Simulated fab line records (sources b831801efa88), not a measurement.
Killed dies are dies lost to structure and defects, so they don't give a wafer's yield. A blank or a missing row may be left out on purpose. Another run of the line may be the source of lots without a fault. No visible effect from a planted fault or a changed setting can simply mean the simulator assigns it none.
Code-filled problem report in 8D (eight disciplines) form / flow sky130 / the parts of the form that need people (team, actions taken, sign-off) are left out

1. PROBLEM STATEMENT
A mean of 306.0 W is read at SKY_CONTACT_ETCH_18 for biasW, taken on 1 wafer of 1 lot, against 200.0 W (standard deviation 0.56) on wafers free of any fault. That is +99 or more standard deviations from the usual mean.
The step: etches Si3N4 in CHF3/O2, stops on TiN, time 39 s, target depth 75 nm.
Seen first at day 34 14:00 on rieDiel-03, wafer L360.4. The record holds 36 wafers of 12 lots with a number at this step. The rule behind "out" and "out of limits": a value lying over 4 standard deviations away from the usual mean. The rest of the wafers with a number are treated as sound.

2. WHAT IT IS, WHAT IT ISN'T
question=which readings at this step | is=biasW | is not=drypumpMotorCurrentA, oesProductAu, throttleValvePct
question=which lots | is=L360 | is not=L353, L364, L365, L366, L368, L369, L370, L371, L372, L373, L374
question=which wafers of those lots | is=L360.4 | is not=L360.5, L360.6
question=read on which tools | is=rieDiel-03 | is not=rieDiel-01, rieDiel-04
question=when | is=from day 34 14:00 | is not=up to then (5 sound wafers); but 30 sound wafers of L364, L365, L366, L368, L369, L370, L371, L372, L373, L374 came after

3. SUSPECTS, AND WHAT RULES EACH OUT
Counting: any tool at a process step up to the reading remains a suspect provided it ran every lot that is out. Sound lots after the first of them don't rule it out here, since some wafers of a struck lot are sound.
- rieDiel-03 at SKY_CONTACT_ETCH_18 (etches Si3N4 in CHF3/O2, stops on TiN, time 39 s, target depth 75 nm): kept. It processed L360, the lot that is out, at day 34 14:00, and its most recent sound lot before then was L353 at day 32 05:00. Out on those wafers are its own readings of biasW.
- rieDiel-03, SKY_CONTACT_ETCH_18: wafers that are out in chamber 1, sound lot-mates in chambers 0, 2.
Left after counting: rieDiel-03 at SKY_CONTACT_ETCH_18.

4. THE CAUSE (what the simulator had put in)
rieDiel-03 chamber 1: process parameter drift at SKY_CONTACT_ETCH_18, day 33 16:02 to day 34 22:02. From 200, the setting biasW moved by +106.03. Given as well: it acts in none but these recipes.
The count eliminated every tool but this one.

5. SEQUENCE OF EFFECTS, ordered by route
Each row: a reading where the mean over the struck wafers with a number is more than 3 standard deviations away from the usual. Only readings whose record carries a usual standard deviation are examined. hours: median over the lots of the time between each lot's start at the first step of this table that gives one and its start at this step. sigmas: the change, counted in usual standard deviations.
hours=0; step=SKY_CONTACT_ETCH_18; reading=biasW; usual=200.0 W; on struck wafers=306.0; change=+106.0; sigmas=+99 or more
Process steps it contains:
- SKY_CONTACT_ETCH_18: etches Si3N4 in CHF3/O2, stops on TiN, time 39 s, target depth 75 nm.
At these later measuring or inspecting steps, every struck wafer for which the step has a row has a number for every such reading, and none has moved that far: SKY_VIA2_THK_MEAS_23.

6. WHAT WOULD HAVE CAUGHT IT SOONER
The fault began at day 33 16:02; the first out-of-limits reading in this record came at day 34 14:00, 22 hours later.
